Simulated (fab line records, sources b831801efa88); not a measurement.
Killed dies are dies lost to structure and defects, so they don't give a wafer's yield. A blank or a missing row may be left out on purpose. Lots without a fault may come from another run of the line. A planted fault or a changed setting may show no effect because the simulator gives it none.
Which tool did it? | flow gf180mcu | 14 lots, 42 wafers sampled, at 3 steps of a route of 602

WHAT THE GAUGES READ, wafer by wafer
GF_HV_LDD_CD_MEAS_19: target cd 400 nm. Usual: cd_nm 400.1 nm, standard deviation 2.6.
lot  | measured     | on        | cd_nm (nm)        | flag
L397 | day 10 20:10 | cd_sem-02 | 398.3 399.6 398.6 |
L402 | day 12 08:10 | cd_sem-02 | 398.8 400.0 398.5 |
L404 | day 13 02:47 | cd_sem-02 | 399.0 397.6 395.1 |
L405 | day 13 09:01 | cd_sem-01 | 402.1 399.6 402.4 |
L406 | day 13 14:45 | cd_sem-02 | 400.9 403.0 404.9 |
L407 | day 14 01:50 | cd_sem-01 | 399.9 398.9 400.9 |
L408 | day 14 08:46 | cd_sem-02 | 399.5 400.7 402.4 |
L413 | day 15 18:31 | cd_sem-01 | 398.7 397.9 399.4 |
L414 | day 16 02:30 | cd_sem-01 | 396.1 399.1 398.4 |
L415 | day 16 11:26 | cd_sem-02 | 399.8 396.9 399.5 |
L417 | day 17 04:41 | cd_sem-02 | 402.1 399.6 398.6 |
L418 | day 17 06:40 | cd_sem-01 | 400.4 400.3 400.9 |
L419 | day 17 14:49 | cd_sem-02 | 403.5 405.3 407.5 |
L420 | day 18 01:08 | cd_sem-02 | 405.3 405.2 404.9 |

GF_NSD_OVL_MEAS_08. Usual: NSD_OVL 0.4 nm, standard deviation 1.2.
lot  | measured     | on         | NSD_OVL (nm)                        | flag
L397 | day 13 08:35 | overlay-01 | 0.7 0.9 0.4                         |
L402 | day 15 01:23 | overlay-02 | 3.0 2.2 0.5                         |
L404 | day 15 21:12 | overlay-02 | -0.6 -1.2 -1.3                      |
L405 | day 16 04:53 | overlay-02 | 0.2 2.4 1.9                         |
L406 | day 16 10:17 | overlay-01 | 1.6 0.1 1.0                         |
L407 | day 16 23:53 | overlay-02 | 1.7 0.8 -1.6                        |
L408 | day 17 05:53 | overlay-02 | -0.1 0.7 -0.5                       |
L413 | day 18 19:11 | overlay-01 | 0.3 -0.2 0.3                        |
L414 | day 19 06:12 | overlay-01 | 293.0 296.2 296.0 292.8 295.6 295.3 | OFF
L415 | day 19 13:45 | overlay-02 | 296.0 295.8 296.1 295.3 295.4 295.5 | OFF
L417 | day 20 08:37 | overlay-01 | 0.9 0.8 0.0                         |
L418 | day 20 10:32 | overlay-02 | -0.4 -2.2 0.2                       |
L419 | day 20 18:29 | overlay-02 | 1.2 -0.5 -1.0                       |
L420 | day 21 06:12 | overlay-01 | 0.0 -0.2 1.5                        |

WHICH TOOL RAN EACH LOT (tool, then ch and the chambers of the sampled wafers, then the start)
lot  | GF_NSD_EXPOSE_04
L397 | iline_stepper-01 ch 0, day 12 22:47
L402 | iline_stepper-01 ch 0, day 14 14:43
L404 | iline_stepper-02 ch 0, day 15 10:16
L405 | iline_stepper-01 ch 0, day 15 18:16
L406 | iline_stepper-01 ch 0, day 15 23:04
L407 | iline_stepper-01 ch 0, day 16 12:38
L408 | iline_stepper-02 ch 0, day 16 19:08
L413 | iline_stepper-02 ch 0, day 18 06:59
L414 | iline_stepper-02 ch 0, day 18 18:13
L415 | iline_stepper-02 ch 0, day 19 02:04
L417 | iline_stepper-01 ch 0, day 19 20:44
L418 | iline_stepper-01 ch 0, day 19 22:19
L419 | iline_stepper-01 ch 0, day 20 06:34
L420 | iline_stepper-01 ch 0, day 20 18:05
- GF_NSD_EXPOSE_04: exposes mask Nplus, target cd 400 nm.

WHAT THE TOOLS THEMSELVES READ (means of the sampled wafers that have a number; where no wafer has one, the mark that the record gives instead)
The record holds no such reading with a usual standard deviation.

THE ANSWER, worked out from the rows above alone
Rule: a lot is off if the mean of its wafers that have a number lies more than 3 standard deviations from the usual mean. A lot without any number at a reading at which 4 lots or more have one is off too. The other lots that the step has rows for count as sound. The gauges are gone through in route order, then the tools' own readings, and for those a lot's mean is taken as printed above. The first step at which some lot is off is used, and at that step the reading that is off furthest; a lot without a number counts as furthest.
Off: L414, L415, at GF_NSD_OVL_MEAS_08 (NSD_OVL).
A tool fits if, at a process step before that reading, it ran every lot that is off, and no sound lot after the first of them. The gauges at GF_NSD_OVL_MEAS_08 are tried like those tools. One fits: iline_stepper-02 at GF_NSD_EXPOSE_04. Its last sound lot is L413 (day 18 06:59), its first lot that is off L414 (day 18 18:13): a fault that began between those two fits.

WHAT THE SIMULATOR HAD PUT IN
Scanner matching overlay: iline_stepper-02, from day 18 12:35 on, at GF_NSD_EXPOSE_04. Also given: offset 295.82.
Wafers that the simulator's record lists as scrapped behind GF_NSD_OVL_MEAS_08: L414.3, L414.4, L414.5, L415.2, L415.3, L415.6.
Lots struck among those shown: L414, L415. The rule above found the same.
